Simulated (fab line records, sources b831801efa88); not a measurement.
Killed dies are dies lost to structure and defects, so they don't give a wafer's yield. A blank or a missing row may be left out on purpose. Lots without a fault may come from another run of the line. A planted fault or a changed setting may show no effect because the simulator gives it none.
Split-lot experiment | flow gf180mcu | 5 lots, 23 wafers read, on a route of 602 steps

THE SPLIT
At GF_V3_CMP_04 (polishes SiO2), the setting leave_above_ref_nm was moved away from the recipe's 632.5 nm on 11 of the 23 wafers read, by -5.2% to +6.0%. The other wafers ran this setting at the recipe's value.

FROM THE SPLIT TO THE READING: what the file shows between them, 5 steps
- GF_V3_EXPOSE_11: exposes mask Via3, target cd 260 nm (also split here: dose_mj)
- GF_V3_PEB_12: peb time 90 s
- GF_V3_DEVELOP_13: develop time 60 s
- GF_V3_CD_MEAS_14: target cd 260 nm
- GF_V3_ETCH_16: etches BARC in N2/H2

THE READING
oes_product_au, in a.u., at GF_V3_ETCH_17 (etches SiO2 in C4F8/O2/Ar, stops on TiN, target depth 635 nm). Fault-free wafers of this fab line usually give 0.854 a.u., standard deviation 0.0048 a.u..

wafer  | tool, chamber at the split | leave_above_ref_nm as run, nm | against the recipe | oes_product_au, a.u. | against lot-mates on the recipe
L075.1 | cmp-02, 3                  | 632.5                         | recipe             | 0.857                | -
L075.2 | cmp-02, 1,3                | 670.2                         | +6.0%              | 0.879                | +0.022
L075.3 | cmp-02, 2                  | 670.2                         | +6.0%              | 0.875                | +0.018
L075.5 | cmp-02, 1,3                | 670.2                         | +6.0%              | 0.883                | +0.026
L075.6 | cmp-02, 0                  | 632.5                         | recipe             | 0.858                | -
L076.1 | cmp-01, 0                  | 599.4                         | -5.2%              | 0.832                | -0.027
L076.2 | cmp-01, 3                  | 599.4                         | -5.2%              | 0.824                | -0.035
L076.3 | cmp-01, 1                  | 599.4                         | -5.2%              | 0.822                | -0.037
L076.5 | cmp-01, 3                  | 632.5                         | recipe             | 0.859                | -
L076.6 | cmp-01, 0                  | 632.5                         | recipe             | 0.859                | -
L079.1 | cmp-01, 1                  | 605.3                         | -4.3%              | 0.838                | -0.016
L079.2 | cmp-01, 2                  | 632.5                         | recipe             | 0.852                | -
L079.3 | cmp-01, 0                  | 632.5                         | recipe             | 0.856                | -
L079.4 | cmp-01, 3                  | 605.3                         | -4.3%              | 0.838                | -0.016
L079.5 | cmp-01, 0                  | 632.5                         | recipe             | 0.854                | -
L080.1 | cmp-01, 2                  | 632.5                         | recipe             | 0.860                | -
L080.2 | cmp-01, 1                  | 632.5                         | recipe             | 0.851                | -
L080.6 | cmp-01, 0                  | 632.5                         | recipe             | 0.854                | -
L085.1 | cmp-01, 1                  | 617.4                         | -2.4%              | 0.838                | -0.015
L085.2 | cmp-01, 0                  | 632.5                         | recipe             | 0.851                | -
L085.4 | cmp-01, 3                  | 617.4                         | -2.4%              | 0.848                | -0.005
L085.5 | cmp-01, 3                  | 632.5                         | recipe             | 0.855                | -
L085.6 | cmp-01, 0                  | 617.4                         | -2.4%              | 0.844                | -0.009
Where a row lists several chambers, the file gives one row for several wafers and doesn't say which wafer went through which chamber.

THE FIT
A straight line over all 23 wafers: oes_product_au changes by +0.00455 a.u. for each +1% of leave_above_ref_nm; r = +0.96; the points scatter about the line by 0.0042 a.u..
The same after taking each lot's own level away (the mean of its wafers on the recipe; 23 wafers): +0.00448 a.u. for each +1%; r = +0.95; scatter 0.005 a.u..
On that fit, the largest move of leave_above_ref_nm shifts the reading by 0.027 a.u..
The lots' own levels span 0.8530 to 0.8590 a.u., that is 1.3 times the standard deviation above.
So the lot-to-lot level changes the slope little: the two slopes agree.
Check: with one of the wafers moved furthest among these (+6.0%) left out of the fit, the line predicts +0.0263 a.u. for it against its lot-mates. It came out at +0.0215 a.u. against them.

OTHER SPLITS ON THESE WAFERS
These wafers also went through other splits before the reading. Each is held against what the fit with the lots' levels taken away leaves over:
other split on the same wafers | wafers away from the commonest value | r with oes_product_au (lot level and that fit taken away)
GF_M1_METAL_ETCH_16 time_s     | 7                                    | +0.08
GF_V1_SPUTTER_21 time_s        | 8                                    | +0.42
GF_V2_PEB_12 peb_temp_c        | 6                                    | -0.02
GF_M3_SPUTTER_02 time_s        | 8                                    | +0.14
GF_M3_SPUTTER_03 time_s        | 5                                    | +0.01
GF_V3_EXPOSE_11 dose_mj        | 6                                    | +0.05

THE WHOLE CHAIN: every reading that the file lists as answering this split, in the file's order
step          | what it does                                                 | reading                                                                   | change (the file's fit)                   | r (the file's)
GF_V3_CMP_04  | polishes SiO2                                                | SiO2_of_V3_CVD_02.thk_nm (the simulator's own value, which no gauge read) | +6.3 nm for each +1% of the setting       | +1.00
GF_V3_ETCH_17 | etches SiO2 in C4F8/O2/Ar, stops on TiN, target depth 635 nm | oes_product_au                                                            | +0.00451 a.u. for each +1% of the setting | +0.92
GF_V3_ETCH_17 | etches SiO2 in C4F8/O2/Ar, stops on TiN, target depth 635 nm | V3.feature_depth_nm (the simulator's own value, which no gauge read)      | +6.3 nm for each +1% of the setting       | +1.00

THE FILE'S OWN FIT
oes_product_au changes by +0.00451 a.u. for each +1% of leave_above_ref_nm, r = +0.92.
